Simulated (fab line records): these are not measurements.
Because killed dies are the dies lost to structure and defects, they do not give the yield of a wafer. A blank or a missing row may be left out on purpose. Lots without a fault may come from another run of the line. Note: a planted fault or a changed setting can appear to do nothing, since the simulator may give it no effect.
fab line records + flow gf180mcu
record:
- lots: 6
- wafers: 18
- last-day: 34
route steps=602 shown STI@28 DNWELL@32 NWELL@42 LVPWELL@54
lots that met no fault: taken from a fault-free run of the same line
start-h: hours from the record's opening day to when the first of the lot's shown wafers began + wait-h: hours elapsed since this lot's preceding step + " identical to the entry in the row above + L1.1+2: a single row standing in for several wafers + - either no value or no given start + * or withheld: withheld + < > ~ a bound
route shown NAME@n: names a module that has steps shown in the file, with the first one's number in the route + usual: average and standard deviation across the fault-free wafers + same: alike in all rows + chamber/n: place in a boat + sites: readings site by site + _std_site: standard deviation across them + _edge_site: the outer-site mean with the inner-site mean subtracted + radius-mm: how far each site lies from the wafer's centre + mask NAME#n: copy n + behind: the most recent tool/chamber to have shaped the wafer + hold: why the lot went on hold/how many hours it stayed there/how the hold came to an end + device: which transistor (n, p or np) failed to switch + end of line: tests of these same wafers at the route's end + a step given without rows: its recipe and nothing more + killed: the dies lost at the first sort to structure and to defects; this is not the yield of the wafer + map: the dies of a wafer, with x for killed, . for not killed, _ for no die there
set.NAME: the setting as run; set.NAME@STEP: as run at that earlier step + model.NAME: the simulator's own value behind a step, which no gauge read
lots at some steps of the route; a table a step, a row a wafer
services: from which hour (start-h, from the record's first day; less than 0 if before it) a tool's chamber was out of use, for how many hours, and why
== steps ==
step: GF_STI_WET_ETCH_27
recipe:
- chemistry: H3PO4
- target-depth-nm: 160
- target: Si3N4
- temp-c: 160
- time-s: 1825
step: GF_STI_WET_ETCH_28
recipe:
- chemistry: dHF
- target-depth-nm: 20
- dry: ipa-marangoni
- target: SiO2
- temp-c: 25
- dilution: 10:1
- time-s: 40
step: GF_STI_OXIDATION_29
recipe:
- temp-c: 900
- ambient: O2
- stabilise-s: 600
- purge-s: 300
- target-thk-a: 100
- ox-time-s: 1418
step: GF_STI_THK_MEAS_30
recipe:
- reads: SiO2_of_STI_OXIDATION_29
usual:
- STI_OXIDATION_02_THK: 10.05/0.14
| lot.wafer | tool          | chamber | start-h | wait-h | STI_OXIDATION_02_THK[nm] |
|-----------|---------------|---------|---------|--------|--------------------------|
| L726.1    | film-metro-04 | -       | 61.19   | 0.0    | 10.10                    |
| L726.5    | "             | -       | "       | "      | 10.13                    |
| L726.6    | "             | -       | "       | "      | 10.17                    |
| L729.3    | film-metro-01 | -       | 77.01   | 0.0    | 10.23                    |
| L729.4    | "             | -       | "       | "      | 10.26                    |
| L729.5    | "             | -       | "       | "      | 10.30                    |
| L730.3    | film-metro-03 | -       | 82.93   | 0.0    | 10.01                    |
| L730.4    | "             | -       | "       | "      | 10.19                    |
| L730.6    | "             | -       | "       | "      | 10.12                    |
| L738.2    | film-metro-03 | -       | 133.93  | 0.0    | 9.92                     |
| L738.3    | "             | -       | "       | "      | 10.08                    |
| L738.5    | "             | -       | "       | "      | 9.89                     |
| L740.3    | film-metro-01 | -       | 136.60  | 0.0    | 10.18                    |
| L740.4    | "             | -       | "       | "      | 10.16                    |
| L740.6    | "             | -       | "       | "      | 10.22                    |
| L743.1    | film-metro-01 | -       | 150.18  | 0.0    | 10.09                    |
| L743.4    | "             | -       | "       | "      | 9.97                     |
| L743.5    | "             | -       | "       | "      | 10.13                    |
step: GF_DNWELL_DEHYDRATE_00
recipe:
- temp-c: 200
- time-s: 60
step: GF_DNWELL_HMDS_01
recipe:
- prime-time-s: 60
- prime-temp-c: 120
step: GF_DNWELL_COAT_02
recipe:
- spin-rpm: 2000
- resist-thk-nm: 3000
step: GF_DNWELL_SOFTBAKE_03
recipe:
- temp-c: 110
- time-s: withheld
step: GF_DNWELL_EXPOSE_04
recipe:
- mask-id: DNWELL
- target-cd-nm: 1700
- na: 0.6
- source-shape: conventional
- sigma-outer: 0.6
- dose-mj: 260
step: GF_DNWELL_PEB_05
recipe:
- temp-c: 115
- time-s: withheld
step: GF_DNWELL_DEVELOP_06
recipe:
- wall-angle-deg: 90
- develop-time-s: 60
- dev-temp-c: 23
step: GF_DNWELL_IMPLANT_07
recipe:
- species: P
- energy-kev: 1500
- dose-cm2: 1e+13
- tilt-deg: 0
step: GF_DNWELL_STRIP_08
recipe:
- chemistry: O2/N2
- power-w: 1400
- pressure-mtorr: 1500
- platen-temp-c: 250
- o2-flow-sccm: 3000
- n2-flow-sccm: 300
- overash-fraction: 0.5
usual:
- chamber-pressure-mTorr: 1500/3.1
- drypump-motor-current-A: 5.6/0.49
- heater-power-w: 337/25
- oes-product-au: 0.722/0.0048
- overash-fraction: 0.5/0
- strip-time-to-endpoint-s: 37.03/0.13
| lot.wafer | tool            | chamber | start-h | wait-h | chamber-pressure-mTorr | drypump-motor-current-A | heater-power-w | oes-product-au | overash-fraction | rf-hours-counter-h | strip-time-to-endpoint-s | model.coat_of_DNWELL_COAT_02.thk-nm |
|-----------|-----------------|---------|---------|--------|------------------------|-------------------------|----------------|----------------|------------------|--------------------|--------------------------|-------------------------------------|
| L726.1    | plasma-asher-01 | 1       | 74.67   | 0.1    | 1498                   | 5.6                     | 402            | 0.726          | 0.5              | 42                 | 36.96                    | 0                                   |
| L726.5    | "               | 1       | "       | "      | 1500                   | 5.6                     | 390            | 0.721          | 0.5              | -                  | 36.96                    | 0                                   |
| L726.6    | "               | 0       | "       | "      | 1497                   | 6.7                     | 351            | 0.726          | 0.5              | -                  | 36.88                    | 0                                   |
| L729.3    | plasma-asher-01 | 0       | 90.48   | 0.1    | 1501                   | 6.7                     | 348            | 0.726          | 0.5              | -                  | 37.30                    | 0                                   |
| L729.4    | "               | 1       | "       | "      | 1502                   | 5.6                     | 393            | 0.721          | 0.5              | -                  | 37.12                    | 0                                   |
| L729.5    | "               | 0       | "       | "      | 1498                   | 6.7                     | 336            | 0.717          | 0.5              | -                  | 37.21                    | 0                                   |
| L730.3    | plasma-asher-01 | 1       | 96.83   | 0.1    | 1499                   | 5.6                     | 394            | 0.728          | 0.5              | -                  | 37.06                    | 0                                   |
| L730.4    | "               | 0       | "       | "      | 1501                   | 6.7                     | 348            | 0.725          | 0.5              | -                  | 37.11                    | 0                                   |
| L730.6    | "               | 0       | "       | "      | 1501                   | 6.8                     | 350            | 0.718          | 0.5              | -                  | 37.05                    | 0                                   |
| L738.2    | plasma-asher-01 | 0       | 149.69  | 0.1    | -                      | -                       | -              | -              | -                | -                  | -                        | 3010                                |
| L738.3    | "               | 0       | "       | "      | -                      | -                       | -              | -              | -                | -                  | -                        | 3016                                |
| L738.5    | "               | 1       | "       | "      | -                      | -                       | -              | -              | -                | -                  | -                        | 3021                                |
| L740.3    | plasma-asher-02 | 0       | 152.33  | 0.1    | -                      | -                       | -              | -              | -                | -                  | -                        | 3004                                |
| L740.4    | "               | 1       | "       | "      | -                      | -                       | -              | -              | -                | -                  | -                        | 2998                                |
| L740.6    | "               | 0       | "       | "      | -                      | -                       | -              | -              | -                | -                  | -                        | 2998                                |
| L743.1    | plasma-asher-03 | 1       | 165.99  | 0.1    | 1501                   | 5.1                     | 322            | 0.720          | 0.5              | 5                  | 36.86                    | 0                                   |
| L743.4    | "               | 1       | "       | "      | 1499                   | 5.1                     | 329            | 0.718          | 0.5              | -                  | 36.97                    | 0                                   |
| L743.5    | "               | 1       | "       | "      | 1496                   | 5.1                     | 330            | 0.716          | 0.5              | -                  | 36.92                    | 0                                   |
step: GF_DNWELL_TW_MEAS_09
usual:
- DNWELL_TW: 1360/24
| lot.wafer | tool          | chamber | start-h | wait-h | DNWELL_TW |
|-----------|---------------|---------|---------|--------|-----------|
| L726.1    | film-metro-01 | -       | 74.77   | 0.1    | 1347      |
| L726.5    | "             | -       | "       | "      | 1351      |
| L726.6    | "             | -       | "       | "      | 1347      |
| L729.3    | film-metro-01 | -       | 90.57   | 0.1    | 1343      |
| L729.4    | "             | -       | "       | "      | 1344      |
| L729.5    | "             | -       | "       | "      | 1343      |
| L730.3    | film-metro-03 | -       | 96.92   | 0.1    | 1328      |
| L730.4    | "             | -       | "       | "      | 1330      |
| L730.6    | "             | -       | "       | "      | 1334      |
| L738.2    | film-metro-02 | -       | 149.80  | 0.1    | 1385      |
| L738.3    | "             | -       | "       | "      | 1385      |
| L738.5    | "             | -       | "       | "      | 1394      |
| L740.3    | film-metro-01 | -       | 152.41  | 0.1    | 1347      |
| L740.4    | "             | -       | "       | "      | 1336      |
| L740.6    | "             | -       | "       | "      | 1340      |
| L743.1    | film-metro-01 | -       | 166.09  | 0.1    | 1347      |
| L743.4    | "             | -       | "       | "      | 1342      |
| L743.5    | "             | -       | "       | "      | 1348      |
step: GF_NWELL_DEHYDRATE_00
recipe:
- temp-c: 200
- time-s: 60
step: GF_NWELL_HMDS_01
recipe:
- prime-time-s: 60
- prime-temp-c: 120
step: GF_NWELL_COAT_02
recipe:
- spin-rpm: 2000
- resist-thk-nm: 3000
step: GF_NWELL_SOFTBAKE_03
recipe:
- temp-c: 110
- time-s: withheld
step: GF_NWELL_EXPOSE_04
recipe:
- mask-id: Nwell
- target-cd-nm: 860
- na: 0.6
- source-shape: conventional
- sigma-outer: 0.6
- dose-mj: 260
step: GF_NWELL_PEB_05
recipe:
- temp-c: 115
- time-s: withheld
step: GF_NWELL_DEVELOP_06
recipe:
- wall-angle-deg: 90
- develop-time-s: 60
- dev-temp-c: 23
step: GF_NWELL_OVL_MEAS_07
usual:
- NWELL_OVL: 0.3/1.4
| lot.wafer | tool       | chamber | start-h | wait-h | NWELL_OVL[nm] |
|-----------|------------|---------|---------|--------|---------------|
| L726.1    | overlay-01 | -       | 88.50   | -      | -0.9          |
| L726.5    | "          | -       | "       | "      | 0.4           |
| L726.6    | "          | -       | "       | "      | 2.2           |
| L729.3    | overlay-02 | -       | 104.71  | -      | 0.4           |
| L729.4    | "          | -       | "       | "      | 1.5           |
| L729.5    | "          | -       | "       | "      | 1.1           |
| L730.3    | overlay-01 | -       | 111.38  | -      | -2.0          |
| L730.4    | "          | -       | "       | "      | -2.1          |
| L730.6    | "          | -       | "       | "      | -1.2          |
| L738.2    | overlay-01 | -       | 165.50  | -      | 0.1           |
| L738.3    | "          | -       | "       | "      | -0.4          |
| L738.5    | "          | -       | "       | "      | -0.5          |
| L740.3    | overlay-02 | -       | 167.78  | -      | 0.4           |
| L740.4    | "          | -       | "       | "      | 0.7           |
| L740.6    | "          | -       | "       | "      | 2.0           |
| L743.1    | overlay-01 | -       | 182.74  | -      | -1.5          |
| L743.4    | "          | -       | "       | "      | -2.2          |
| L743.5    | "          | -       | "       | "      | -2.4          |
step: GF_NWELL_IMPLANT_08
recipe:
- species: P
- energy-kev: 450
- dose-cm2: 1.5e+13
- tilt-deg: 0
step: GF_NWELL_IMPLANT_09
recipe:
- species: P
- energy-kev: 160
- dose-cm2: 4e+12
- tilt-deg: 0
step: GF_NWELL_STRIP_10
recipe:
- chemistry: O2/N2
- power-w: 1400
- pressure-mtorr: 1500
- platen-temp-c: 250
- o2-flow-sccm: 3000
- n2-flow-sccm: 300
- overash-fraction: 0.5
usual:
- chamber-pressure-mTorr: 1500.1/1.4
- drypump-motor-current-A: 5.9/0.44
- heater-power-w: 354/38
- oes-product-au: 0.722/0.0042
- strip-time-to-endpoint-s: 37.04/0.094
same:
- overash-fraction: 0.5
| lot.wafer | tool            | chamber | start-h | wait-h | chamber-pressure-mTorr | drypump-motor-current-A | heater-power-w | oes-product-au | rf-hours-counter-h | strip-time-to-endpoint-s |
|-----------|-----------------|---------|---------|--------|------------------------|-------------------------|----------------|----------------|--------------------|--------------------------|
| L726.1    | plasma-asher-01 | 1       | 88.83   | 0.1    | 1500.9                 | 5.6                     | 390            | 0.723          | 43                 | 37.05                    |
| L726.5    | "               | 0       | "       | "      | 1498.6                 | 6.7                     | 349            | 0.718          | -                  | 36.85                    |
| L726.6    | "               | 1       | "       | "      | 1500.9                 | 5.6                     | 396            | 0.723          | -                  | 37.08                    |
| L729.3    | plasma-asher-01 | 1       | 105.06  | 0.1    | 1497.8                 | 5.6                     | 400            | 0.716          | -                  | 36.89                    |
| L729.4    | "               | 0       | "       | "      | 1499.8                 | 6.7                     | 345            | 0.727          | -                  | 36.95                    |
| L729.5    | "               | 1       | "       | "      | 1501.3                 | 5.6                     | 394            | 0.717          | -                  | 37.00                    |
| L730.3    | plasma-asher-04 | 0       | 111.74  | 0.1    | 1500.3                 | 6.1                     | 307            | 0.723          | -                  | 37.08                    |
| L730.4    | "               | 1       | "       | "      | 1500.3                 | 5.6                     | 399            | 0.722          | -                  | 37.24                    |
| L730.6    | "               | 1       | "       | "      | 1498.9                 | 5.7                     | 409            | 0.723          | -                  | 37.15                    |
| L738.2    | plasma-asher-02 | 0       | 165.83  | 0.1    | 1498.2                 | 5.6                     | 339            | 0.749          | 53                 | 81.43                    |
| L738.3    | "               | 1       | "       | "      | 1499.4                 | 5.5                     | 310            | 0.738          | -                  | 81.48                    |
| L738.5    | "               | 0       | "       | "      | 1501.4                 | 5.6                     | 327            | 0.738          | -                  | 81.61                    |
| L740.3    | plasma-asher-04 | 1       | 168.13  | 0.1    | 1502.1                 | 5.7                     | 403            | 0.741          | -                  | 81.33                    |
| L740.4    | "               | 0       | "       | "      | 1500.0                 | 6.1                     | 310            | 0.738          | -                  | 81.20                    |
| L740.6    | "               | 0       | "       | "      | 1501.5                 | 6.1                     | 309            | 0.745          | -                  | 81.11                    |
| L743.1    | plasma-asher-04 | 1       | 183.08  | 0.1    | 1500.6                 | 5.6                     | 413            | 0.717          | 37                 | 36.93                    |
| L743.4    | "               | 1       | "       | "      | 1500.8                 | 5.6                     | 418            | 0.714          | -                  | 37.03                    |
| L743.5    | "               | 1       | "       | "      | 1496.8                 | 5.6                     | 399            | 0.728          | -                  | 36.94                    |
step: GF_NWELL_TW_MEAS_11
usual:
- NWELL_TW: 1594/29
| lot.wafer | tool          | chamber | start-h | wait-h | NWELL_TW |
|-----------|---------------|---------|---------|--------|----------|
| L726.1    | film-metro-02 | -       | 88.93   | 0.1    | 1624     |
| L726.5    | "             | -       | "       | "      | 1623     |
| L726.6    | "             | -       | "       | "      | 1624     |
| L729.3    | film-metro-02 | -       | 105.15  | 0.1    | 1606     |
| L729.4    | "             | -       | "       | "      | 1613     |
| L729.5    | "             | -       | "       | "      | 1611     |
| L730.3    | film-metro-02 | -       | 111.82  | 0.1    | 1617     |
| L730.4    | "             | -       | "       | "      | 1609     |
| L730.6    | "             | -       | "       | "      | 1611     |
| L738.2    | film-metro-02 | -       | 165.94  | 0.1    | 31       |
| L738.3    | "             | -       | "       | "      | 31       |
| L738.5    | "             | -       | "       | "      | 31       |
| L740.3    | film-metro-02 | -       | 168.22  | 0.1    | 31       |
| L740.4    | "             | -       | "       | "      | 31       |
| L740.6    | "             | -       | "       | "      | 31       |
| L743.1    | film-metro-01 | -       | 183.18  | 0.1    | 1556     |
| L743.4    | "             | -       | "       | "      | 1557     |
| L743.5    | "             | -       | "       | "      | 1557     |
step: GF_LVPWELL_DEHYDRATE_00
recipe:
- temp-c: 200
- time-s: 60
== services ==
| tool            | chamber | start-h | hours | kind       |
|-----------------|---------|---------|-------|------------|
| plasma-asher-03 | -       | 54.02   | 2.2   | repair     |
| plasma-asher-04 | -       | 79.20   | 14.6  | pm         |
| plasma-asher-03 | -       | 93.62   | 1.6   | repair     |
| plasma-asher-04 | -       | 99.52   | 0.5   | repair     |
| plasma-asher-04 | -       | 106.92  | 1.2   | repair     |
| plasma-asher-03 | -       | 108.75  | 9.0   | pm         |
| plasma-asher-03 | 0       | 108.75  | 9.0   | vent-cycle |
| plasma-asher-03 | 1       | 108.75  | 9.0   | vent-cycle |
| plasma-asher-03 | 0       | 117.75  | -     | clean      |
| plasma-asher-03 | 1       | 117.75  | -     | clean      |
== key ==
first-sign:
- step: GF_DNWELL_STRIP_08
- reading: tool-record
- direction: missing
effect:
- step: GF_NWELL_STRIP_10
- reading: strip-time-to-endpoint-s
- direction: up
- sigmas: 99+
- usual: *
- struck: *
effect:
- step: GF_NWELL_TW_MEAS_11
- reading: NWELL_TW
- direction: down
- sigmas: 54
- usual: 1594
- struck: 31
model-effect:
- step: GF_DNWELL_STRIP_08
- value: coat_of_DNWELL_COAT_02.thk-nm
- without: 0
- struck: 3008
met-at GF_DNWELL_STRIP_08
struck-wafers L738.2,L738.3,L738.5,L740.3,L740.4,L740.6
sort-left-out L738.2,L738.3,L738.5,L740.3,L740.4,L740.6
tester-left-out L738,L740
onset-between 96.83 149.69
fault:
- kind: skipped-step-whole
- tool: plasma-asher-01,plasma-asher-02
- chamber: -
- onset-h: 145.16
- steps: GF_DNWELL_STRIP_08
- scope: struck-lots-only
tester-left-out: of these lots the tester's yield and bins aren't shown, on N5 and GAA mostly nor the transistor test; their killed dies are dies lost to structure and defects alone, not to doping, threshold or leakage, so they don't give the yield
sort-left-out: the simulated sort isn't trusted on such a fault, so these wafers' sort isn't shown, and their yield isn't known
